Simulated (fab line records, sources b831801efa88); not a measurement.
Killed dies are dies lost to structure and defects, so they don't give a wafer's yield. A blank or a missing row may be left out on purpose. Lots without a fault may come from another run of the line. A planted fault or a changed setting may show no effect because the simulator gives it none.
Chamber matching | flow gf180mcu | GF_PASSIVATION_CVD_00 on pecvd-01: 3 sister chambers
The step deposits SiO2 from TEOS, target thk 1000 nm, time 111.95 s. 6 wafers are shown with their chamber, then 9 later ones without.

WAFERS WITH THEIR CHAMBER
wafer  | chamber | heater_power_w (W)
L079.3 | 1       | 695
L079.5 | 2       | 756
L079.6 | 0       | 493
L086.1 | 0       | 458
L086.2 | 1       | 834
L086.4 | 2       | 728

WAFERS WITHOUT THEIR CHAMBER
wafer  | heater_power_w (W)
L089.1 | 554
L089.5 | 601
L089.6 | 434
L091.1 | 752
L091.3 | 511
L091.4 | 613
L092.1 | 533
L092.4 | 604
L092.6 | 653

WHICH CHAMBER EACH WENT THROUGH
wafer  | from the rows above          | in truth
L089.1 | can't be placed: 0 or 2      | 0
L089.5 | can't be placed: 0 or 2 or 1 | 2
L089.6 | 0                            | 0
L091.1 | can't be placed: 2 or 1      | 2
L091.3 | 0                            | 0
L091.4 | can't be placed: 2 or 0 or 1 | 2
L092.1 | 0                            | 0
L092.4 | can't be placed: 0 or 2 or 1 | 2
L092.6 | can't be placed: 2 or 1 or 0 | 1
Placed correctly: 3 of 9. Can't be placed from these rows: 6 (the true chamber is among the candidates in 6). Placed wrongly: 0.
How it was worked out, from the rows above alone: a wafer's distance from a chamber is the root of the sum, over the readings, of the square of ((its reading less the chamber's mean) divided by the reading's scatter). The wafer belongs to the nearest chamber; if the next one is less than 2 further off, it can't be placed. A chamber's mean is the mean of its shown wafers. The scatter: the root of (the sum of the squares of (reading less its chamber's mean) over the shown wafers, divided by (wafers less chambers)).
